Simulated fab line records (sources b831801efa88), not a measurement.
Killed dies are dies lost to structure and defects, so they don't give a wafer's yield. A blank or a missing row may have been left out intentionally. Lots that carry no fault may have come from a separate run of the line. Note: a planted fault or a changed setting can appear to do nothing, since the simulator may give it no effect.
Code-filled problem report in 8D (eight disciplines) form || flow gf180mcu || the parts of the form that need people (team, actions taken, sign-off) are left out

1. WHAT IS WRONG
At GF_M4_CD_MEAS_14, cd nm averages 285.9 nm over 6 wafers from 2 lots, while fault-free wafers read 280.0 nm, standard deviation 0.96. Relative to the usual mean, that is a shift of +6.1 standard deviations.
The step: target cd 280 nm.
Earliest sighting: wafer L316.2 on cd sem-02 at day 28 13:45. At this step, 42 wafers from 14 lots have a number in the record. The rule behind "out" and "out of limits": a value lying over 4 standard deviations away from the usual mean. Any other wafer with a number is counted as sound.

2. WHAT IT IS, WHAT IT ISN'T
{"question": "which readings at this step", "is": "cd nm", "is not": "-"}
{"question": "which lots", "is": "L316, L317", "is not": "L301, L302, L303, L304, L305, L306, L307, L308, L318, L320, L321, L322"}
{"question": "which wafers of those lots", "is": "all that have a number", "is not": "-"}
{"question": "read on which gauges", "is": "cd sem-01, cd sem-02", "is not": "-"}
{"question": "when", "is": "from day 28 13:45", "is not": "up to then (24 sound wafers); but 12 sound wafers of L318, L320, L321, L322 came after"}

3. THE SUSPECTS, EACH WITH WHAT RULES IT OUT
Counting: a tool at any process step up to the reading remains a suspect when it ran all the lots that are out and ran no sound lot after the first of those.
- ruled out: the gauge at GF_M4_CD_MEAS_14. The wafers that are out were read on 2 gauges (cd sem-01, cd sem-02).
- litho track-04 at GF_M4_PEB_12 (peb time 90 s): kept. Every lot that is out went through it, starting with L316 (day 28 13:25), and after that it ran no sound lot; the last sound lot it ran before then is L308 (day 25 21:53). Out on those wafers are its own readings of heater power total W.
After counting, what remains is litho track-04 at GF_M4_PEB_12.

4. THE CAUSE (what the simulator had put in)
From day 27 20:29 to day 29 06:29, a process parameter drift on litho track-04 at GF_M4_PEB_12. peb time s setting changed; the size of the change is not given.
Counting left only this tool.

5. THE CHAIN OF EFFECTS, in route order
Rows list readings where the struck wafers' mean (over those with a number) sits beyond 3 standard deviations from the usual. Scope: only readings with a usual standard deviation given in the record; hours: median across lots of the time from each lot's start at the first step in this table that gives one to its start at this step; sigmas: change in usual standard deviations.
{"hours": 0, "step": "GF_M4_PEB_12", "reading": "heater power total W", "usual": "85.70 W", "on struck wafers": 91.27, "change": "+5.56", "sigmas": "+67"}
{"hours": 0, "step": "GF_M4_CD_MEAS_14", "reading": "cd nm", "usual": "280.0 nm", "on struck wafers": 285.9, "change": "+5.9", "sigmas": "+6.1"}
It contains these process steps:
- GF_M4_PEB_12: peb time 90 s.
Later steps that measure or inspect, where all struck wafers having a row at the step show a number for every such reading and not one has moved that far: GF_V4_THK_MEAS_03.

6. HOW IT WOULD HAVE BEEN CAUGHT EARLIER
In this record the first reading out of limits at a measuring or inspecting step was taken at day 28 13:45, 17 hours after the fault began at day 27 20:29.
The tool's own readings at GF_M4_PEB_12 were out on every struck wafer that the step has a row for (heater power total W): an alarm limit on them would have fired on the first of those.
Among the 2 lots that are out, L317 began GF_M4_PEB_12 on litho track-04 after day 28 13:45. It would have been spared by a hold on the tool at that moment.
